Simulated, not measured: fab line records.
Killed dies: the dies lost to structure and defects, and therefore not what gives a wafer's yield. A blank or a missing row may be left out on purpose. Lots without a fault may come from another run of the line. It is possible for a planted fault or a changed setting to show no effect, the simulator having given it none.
fab line records ; flow sky130
[record] lots = 5; wafers = 15; last-day = 51
route steps=708 shown VIA2@521 METAL3@532 PAD_OPEN@708
lots that met no fault: from a run of the same line without faults
start-h: hours from the record's first day to the start of the lot's first wafer shown ; wait-h: how many hours have passed since the lot's step before this one ; " same as the row above ; L1.1+2: a row that stands for several wafers ; - value missing, or start not given ; * or withheld: withheld ; < > ~ a bound
route shown NAME@n: a module of which the file shows steps, and the number in the route of the first ; usual: average and standard deviation across the fault-free wafers ; same: alike in all rows ; chamber/n: place in a boat ; sites: readings site by site ; _std_site: the values' standard deviation ; _edge_site: mean of outer sites minus mean of inner sites ; radius-mm: for every site, how far away it sits from the centre of the wafer ; mask NAME#n: copy n ; behind: the most recent tool/chamber to have shaped the wafer ; hold: reason for holding the lot/hours on hold/outcome of the hold ; device: whichever transistor did not switch (one of n, p or np) ; end of line: at the end of the route, the tests of the same wafers ; where a step has no rows: the recipe by itself ; killed: the dies lost at the first sort to structure and to defects; this is not the yield of the wafer ; map: shows each die of a wafer: x if killed, . if not, _ if none is there
set.NAME: the run value of the setting; set.NAME@STEP: its run value at that earlier step ; model.NAME: the simulator's own value behind a step, which no gauge read
a table for each step, a row for each wafer; lots at some steps of the route
services: from which hour (start-h, from the record's first day; less than 0 if before it) a tool's chamber was out of use, for how many hours, and why
[[steps]]
[step SKY_VIA2_ETCH_14]
[recipe] chemistry = N2/H2; target = BARC; ion-energy-ev = 200; source-w = 500; bias-w = 100; pressure-mtorr = 30; n2-flow-sccm = 100; h2-flow-sccm = 200; stop-on = SiO2; time-s = 45.9; target-depth-a = 600
[usual] drypump-motor-current-A = 5.9/0.49; oes-product-au = 0.854/0.0045; throttle-valve-pct = 13.225/0.0094
lot.wafer;tool;chamber;start-h;wait-h;drypump-motor-current-A;oes-product-au;rf-hours-counter-h;throttle-valve-pct
L743.2;rie-diel-02;0;902.50;0.0;6.5;0.858;28;13.223
L743.3;rie-diel-02;3;902.50;0.0;5.4;0.858;13;13.216
L743.6;rie-diel-02;0;902.50;0.0;6.5;0.857;-;13.224
L744.4;rie-diel-01;3;905.10;0.0;5.5;0.847;4;13.215
L744.5;rie-diel-01;2;905.10;0.0;6.3;0.844;-;13.218
L744.6;rie-diel-01;1;905.10;0.0;6.0;0.854;-;13.215
L745.2;rie-diel-02;3;909.55;0.0;5.4;0.849;14;13.217
L745.5;rie-diel-02;2;909.55;0.0;5.9;0.858;-;13.240
L745.6;rie-diel-02;3;909.55;0.0;5.4;0.856;-;13.219
L746.4;rie-diel-01;1;923.41;0.0;6.0;0.855;19;13.218
L746.5;rie-diel-01;0;923.41;0.0;5.8;0.856;-;13.230
L746.6;rie-diel-01;1;923.41;0.0;6.0;0.852;-;13.221
L760.1;rie-diel-03;1;1015.88;0.0;6.2;0.848;27;13.230
L760.4;rie-diel-03;0;1015.88;0.0;6.8;0.853;-;13.213
L760.5;rie-diel-03;1;1015.88;0.0;6.3;0.850;-;13.220
[step SKY_VIA2_ETCH_15]
[recipe] target = SiO2; chemistry = C4F8/O2/Ar; target-depth-nm = 546; stop-on = TiN; mask-material = KrF-thick; source-w = 1500; bias-w = 1200; pressure-mtorr = 40; c4f8-flow-sccm = withheld; O2_flow_sccm = 6; Ar_flow_sccm = 300; time-s = 84
[usual] oes-product-au = 0.940/0.0048
lot.wafer;tool;chamber;start-h;wait-h;oes-product-au
L743.2;rie-diel-02;0;902.54;0.0;0.947
L743.3;rie-diel-02;3;902.54;0.0;0.945
L743.6;rie-diel-02;0;902.54;0.0;0.938
L744.4;rie-diel-01;3;905.14;0.0;0.939
L744.5;rie-diel-01;2;905.14;0.0;0.938
L744.6;rie-diel-01;1;905.14;0.0;0.944
L745.2;rie-diel-02;3;909.59;0.0;0.938
L745.5;rie-diel-02;2;909.59;0.0;0.938
L745.6;rie-diel-02;3;909.59;0.0;0.944
L746.4;rie-diel-01;1;923.45;0.0;0.942
L746.5;rie-diel-01;0;923.45;0.0;0.946
L746.6;rie-diel-01;1;923.45;0.0;0.930
L760.1;rie-diel-03;1;1015.92;0.0;0.939
L760.4;rie-diel-03;0;1015.92;0.0;0.947
L760.5;rie-diel-03;1;1015.92;0.0;0.941
[step SKY_VIA2_STRIP_16]
[recipe] chemistry = O2/N2; power-w = 1400; pressure-mtorr = 1500; platen-temp-c = withheld; o2-flow-sccm = 3000; n2-flow-sccm = 300; overash-fraction = 0.5
[step SKY_VIA2_STRIP_17]
[recipe] chemistry = post-etch-residue-remover; time-s = 1200; temp-c = 72.5
[step SKY_VIA2_CLEAN_18]
[recipe] chemistry = IPA; time-s = 180; temp-c = 25
[step SKY_VIA2_CLEAN_19]
[recipe] chemistry = O3/DIW; dry = n2-spin
[step SKY_VIA2_SPUTTER_20]
[recipe] material = TiN; target-thk-nm = 20; chamber-pressure-pa = 5; power-w = 4000; time-s = 80
[usual] throttle-valve-pct = 29.8/1.3
lot.wafer;tool;chamber;start-h;wait-h;throttle-valve-pct
L743.2;pvd-sputter-04;-;903.21;0.0;28.9
L743.3;pvd-sputter-04;-;903.21;0.0;30.4
L743.6;pvd-sputter-04;-;903.21;0.0;31.4
L744.4;pvd-sputter-03;-;905.84;0.0;28.3
L744.5;pvd-sputter-03;-;905.84;0.0;29.2
L744.6;pvd-sputter-03;-;905.84;0.0;28.3
L745.2;pvd-sputter-03;-;910.28;0.0;29.8
L745.5;pvd-sputter-03;-;910.28;0.0;29.4
L745.6;pvd-sputter-03;-;910.28;0.0;29.4
L746.4;pvd-sputter-03;-;924.15;0.0;31.8
L746.5;pvd-sputter-03;-;924.15;0.0;29.4
L746.6;pvd-sputter-03;-;924.15;0.0;28.2
L760.1;pvd-sputter-03;-;1016.89;0.0;28.5
L760.4;pvd-sputter-03;-;1016.89;0.0;28.3
L760.5;pvd-sputter-03;-;1016.89;0.0;29.6
[step SKY_VIA2_CVD_21]
[recipe] material = W; target-thk-nm = 420; time-s = 126.4; temp-c = 400; pressure-torr = 40
[usual] heater-power-outer-w = 548/51; heater-power-w = 867/67
lot.wafer;tool;chamber;start-h;wait-h;heater-power-outer-w;heater-power-w
L743.2;cvd-w-01;1;903.27;0.0;567;902
L743.3;cvd-w-01;1;903.27;0.0;557;873
L743.6;cvd-w-01;0;903.27;0.0;510;830
L744.4;cvd-w-01;1;905.94;0.1;566;889
L744.5;cvd-w-01;1;905.94;0.1;569;887
L744.6;cvd-w-01;0;905.94;0.1;521;828
L745.2;cvd-w-01;0;910.34;0.0;512;871
L745.5;cvd-w-01;1;910.34;0.0;553;907
L745.6;cvd-w-01;0;910.34;0.0;507;818
L746.4;cvd-w-01;1;924.26;0.1;559;877
L746.5;cvd-w-01;0;924.26;0.1;515;828
L746.6;cvd-w-01;1;924.26;0.1;570;906
L760.1;cvd-w-02;0;1016.95;0.0;499;760
L760.4;cvd-w-02;0;1016.95;0.0;481;763
L760.5;cvd-w-02;0;1016.95;0.0;491;778
[step SKY_VIA2_RS_MEAS_22]
[recipe] thk-meas-gauge = four-point-probe; reads = W_of_VIA2_CVD_21+TiN_of_VIA2_SPUTTER_20
[usual] VIA2_W_RS = 0.2743/0.0024
lot.wafer;tool;chamber;start-h;wait-h;VIA2_W_RS[ohm/sq]
L743.2;film-metro-04;-;903.42;0.1;0.2749
L743.3;film-metro-04;-;903.42;0.1;0.2732
L743.6;film-metro-04;-;903.42;0.1;0.2752
L744.4;film-metro-04;-;906.09;0.1;0.2705
L744.5;film-metro-04;-;906.09;0.1;0.2727
L744.6;film-metro-04;-;906.09;0.1;0.2713
L745.2;film-metro-04;-;910.49;0.1;0.2717
L745.5;film-metro-04;-;910.49;0.1;0.2735
L745.6;film-metro-04;-;910.49;0.1;0.2708
L746.4;film-metro-04;-;924.41;0.1;0.2730
L746.5;film-metro-04;-;924.41;0.1;0.2741
L746.6;film-metro-04;-;924.41;0.1;0.2729
L760.1;film-metro-03;-;1017.21;0.2;0.2737
L760.4;film-metro-03;-;1017.21;0.2;0.2743
L760.5;film-metro-03;-;1017.21;0.2;0.2751
[step SKY_VIA2_THK_MEAS_23]
[recipe] thk-meas-gauge = xrf; reads = W_of_VIA2_CVD_21
[usual] VIA2_W_THK = 446/5.2
lot.wafer;tool;chamber;start-h;wait-h;VIA2_W_THK[nm]
L743.2;film-metro-04;-;903.53;0.1;438
L743.3;film-metro-04;-;903.53;0.1;444
L743.6;film-metro-04;-;903.53;0.1;439
L744.4;film-metro-04;-;906.18;0.1;449
L744.5;film-metro-04;-;906.18;0.1;444
L744.6;film-metro-04;-;906.18;0.1;447
L745.2;film-metro-04;-;910.60;0.1;446
L745.5;film-metro-04;-;910.60;0.1;440
L745.6;film-metro-04;-;910.60;0.1;452
L746.4;film-metro-04;-;924.50;0.1;450
L746.5;film-metro-04;-;924.50;0.1;452
L746.6;film-metro-04;-;924.50;0.1;452
L760.1;film-metro-03;-;1017.33;0.1;452
L760.4;film-metro-03;-;1017.33;0.1;450
L760.5;film-metro-03;-;1017.33;0.1;450
[step SKY_VIA2_CMP_24]
[recipe] stop-on = SiO2; t-overpolish-s = 20; down-force-psi = 3.5; platen-rpm = 60; target-thk-nm = 0; pad-velocity-m-s = 0.94248
[step SKY_METAL3_SPUTTER_00]
[recipe] material = Ti; target-thk-nm = 15; power-w = 3000; time-s = 10; chamber-pressure-pa = 0.4
[usual] throttle-valve-pct = 30.0/1.2
lot.wafer;tool;chamber;start-h;wait-h;throttle-valve-pct
L743.2;pvd-sputter-03;-;903.88;0.2;28.3
L743.3;pvd-sputter-03;-;903.88;0.2;31.8
L743.6;pvd-sputter-03;-;903.88;0.2;29.3
L744.4;pvd-sputter-04;-;906.53;0.1;30.6
L744.5;pvd-sputter-04;-;906.53;0.1;28.5
L744.6;pvd-sputter-04;-;906.53;0.1;31.5
L745.2;pvd-sputter-04;-;910.95;0.2;30.6
L745.5;pvd-sputter-04;-;910.95;0.2;31.8
L745.6;pvd-sputter-04;-;910.95;0.2;30.5
L746.4;pvd-sputter-01;-;924.83;0.2;30.7
L746.5;pvd-sputter-01;-;924.83;0.2;28.5
L746.6;pvd-sputter-01;-;924.83;0.2;30.5
L760.1;pvd-sputter-04;-;1017.80;0.1;31.4
L760.4;pvd-sputter-04;-;1017.80;0.1;31.7
L760.5;pvd-sputter-04;-;1017.80;0.1;28.3
[step SKY_METAL3_SPUTTER_01]
[recipe] material = TiN; target-thk-nm = 20; power-w = 6500; time-s = 16.7; chamber-pressure-pa = 0.4
[usual] throttle-valve-pct = 30.0/1.2
lot.wafer;tool;chamber;start-h;wait-h;throttle-valve-pct;model.TiN_of_METAL3_SPUTTER_01.thk-nm
L743.2;pvd-sputter-03;-;903.90;0.0;28.4;19.97
L743.3;pvd-sputter-03;-;903.90;0.0;31.6;20.23
L743.6;pvd-sputter-03;-;903.90;0.0;29.7;19.85
L744.4;pvd-sputter-04;-;906.55;0.0;30.9;20.03
L744.5;pvd-sputter-04;-;906.55;0.0;28.6;19.73
L744.6;pvd-sputter-04;-;906.55;0.0;31.3;19.87
L745.2;pvd-sputter-04;-;910.98;0.0;31.1;19.85
L745.5;pvd-sputter-04;-;910.98;0.0;31.6;19.9
L745.6;pvd-sputter-04;-;910.98;0.0;30.5;19.8
L746.4;pvd-sputter-01;-;924.85;0.0;30.8;19.47
L746.5;pvd-sputter-01;-;924.85;0.0;28.1;19.66
L746.6;pvd-sputter-01;-;924.85;0.0;30.4;19.49
L760.1;pvd-sputter-04;-;1017.82;0.0;31.7;38.1
L760.4;pvd-sputter-04;-;1017.82;0.0;31.3;19.95
L760.5;pvd-sputter-04;-;1017.82;0.0;28.5;20.06
[step SKY_METAL3_SPUTTER_02]
[recipe] material = AlCu; target-thk-nm = 735; power-w = 10600; time-s = 39.1; chamber-pressure-pa = 0.4
[step SKY_PAD_OPEN_PROBE_99]
[usual] defect-limited-yield = 82.3/1.8; killed_at_M0_to_M3 = 43/6.9; killed_at_M4_up = 3.2/1.6; killed-at-contacts = 25/5.1; killed-at-front-end = 16/4.5; killed-at-other = 0.3/0.68; killed-dies = 87/8.9; killed-open = 48/6.9; killed-short = 39/6.3; sort_bin_3_pad_short = 0.8/0.4; sort_bin_5_function = 10.5/1.4; sort_bin_6_memory = 6.4/1.1; sort-n-pass = 405/8.9; sort-yield-pct = 82.3/1.8
[same] gross-dies = 492; killed-at-back-side = 0; sort_bin_4_leakage[%] = 0; sort_bin_8_speed[%] = 0
lot.wafer;tool;chamber;start-h;wait-h;defect-limited-yield[%];killed_at_M0_to_M3;killed_at_M4_up;killed-at-contacts;killed-at-front-end;killed-at-other;killed-dies;killed-open;killed-short;sort_bin_3_pad_short[%];sort_bin_5_function[%];sort_bin_6_memory[%];sort-n-pass;sort-yield-pct[%]
L743.2;prober-01;-;1128.58;0.1;82.1;32;4;30;21;1;88;41;47;1.6;8.7;7.5;404;82.1
L743.3;prober-01;-;1128.63;0.2;83.9;43;4;21;11;0;79;42;36;0.8;9.3;5.9;413;83.9
L743.6;prober-01;-;1128.78;0.2;82.3;40;6;24;17;0;87;47;40;1.4;10.6;5.7;405;82.3
L744.4;prober-01;-;1129.03;0.2;78.9;58;6;15;25;0;104;62;42;0.4;12.6;8.1;388;78.9
L744.5;prober-01;-;1129.08;0.2;81.3;37;6;31;18;0;92;49;43;0.6;11.4;6.7;400;81.3
L744.6;prober-01;-;1129.13;0.2;80.1;54;4;20;20;0;98;54;44;0.6;11.4;7.9;394;80.1
// killed by level:class
L743.2 CONTACT:geometric-particle:open=11 POLY_GATE:geometric-particle:short=8 LI_CONTACT:geometric-particle:open=8 CONTACT:geometric-particle:short=7 METAL2:geometric-particle:short=7 VIA1:geometric-particle:open=6 POLY_GATE:geometric-particle:open=5 VIA1:geometric-particle:short=5
L743.3 LI_CONTACT:geometric-particle:open=9 CONTACT:geometric-particle:open=9 VIA3:geometric-particle:open=8 METAL1:geometric-particle:short=7 METAL2:geometric-particle:short=6 VIA3:geometric-particle:short=6 VIA1:geometric-particle:short=4 VIA1:geometric-particle:open=4
L743.6 CONTACT:geometric-particle:open=14 VIA2:geometric-particle:open=12 VIA1:geometric-particle:open=7 FIELD_ISO:geometric-particle:open=6 METAL2:geometric-particle:short=6 VIA1:geometric-particle:short=4 FIELD_ISO:geometric-particle:short=4 LOCAL_INTERCONNECT:geometric-particle:short=4
L744.4 VIA1:geometric-particle:open=14 VIA1:geometric-particle:short=9 CONTACT:geometric-particle:open=9 VIA3:geometric-particle:open=9 METAL1:geometric-particle:short=7 POLY_GATE:geometric-particle:short=6 FIELD_ISO:geometric-particle:open=5 LI_CONTACT:geometric-particle:open=5
L744.5 CONTACT:geometric-particle:open=11 LI_CONTACT:geometric-particle:open=9 VIA1:geometric-particle:open=9 FIELD_ISO:geometric-particle:short=7 LOCAL_INTERCONNECT:geometric-particle:short=6 METAL2:geometric-particle:short=5 METAL1:geometric-particle:short=4 VIA3:geometric-particle:short=4
L744.6 VIA1:geometric-particle:open=12 CONTACT:geometric-particle:open=9 VIA1:geometric-particle:short=9 METAL1:geometric-particle:short=8 VIA3:geometric-particle:open=7 LI_CONTACT:geometric-particle:open=6 SPACER:geometric-particle:open=4 METAL4:geometric-particle:short=4
[[services]]
tool;chamber;start-h;hours;kind
cvd-w-02;-;904.00;14.0;pm
cvd-w-02;0;904.00;14.0;vent-cycle
cvd-w-02;1;904.00;14.0;vent-cycle
rie-diel-02;0;904.76;2.7;repair
cvd-w-02;1;909.33;2.8;repair
rie-diel-03;-;919.30;4.3;pm
cvd-w-02;-;923.24;28.1;pm
rie-diel-02;0;924.94;3.0;repair
rie-diel-02;0;927.98;-;clean
rie-diel-02;0;927.98;25.3;scheduled-down
rie-diel-02;0;927.98;25.3;vent-cycle
rie-diel-01;-;934.26;0.3;repair
rie-diel-01;1;936.21;2.0;repair
rie-diel-03;2;943.15;97.3;repair
rie-diel-02;1;948.40;8.7;repair
rie-diel-02;1;959.82;18.5;repair
cvd-w-02;0;959.99;8.1;repair
rie-diel-03;1;961.12;5.8;repair
cvd-w-01;-;966.57;1.1;repair
pvd-sputter-04;-;975.56;4.8;repair
rie-diel-03;1;978.35;6.6;repair
rie-diel-02;2;996.07;5.3;repair
cvd-w-02;0;1002.16;11.1;repair
cvd-w-02;1;1015.75;12.2;repair
[[key]]
first-sign none at tools or gauges
[model-effect] step = SKY_METAL3_SPUTTER_01; value = TiN_of_METAL3_SPUTTER_01.thk-nm; without = 19.87; struck = 38.1
met-at SKY_METAL3_SPUTTER_01
struck-wafers L760.1
onset-between 910.98 1017.82
[fault] kind = process-parameter-drift; tool = pvd-sputter-04; chamber = -; onset-h = 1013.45; steps = SKY_METAL3_SPUTTER_01; channel = target-thk-nm; offset = 18.224; shape = step; end-h = 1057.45; scope = struck-wafers-only; acts-in = these-recipes-only; stated = 20
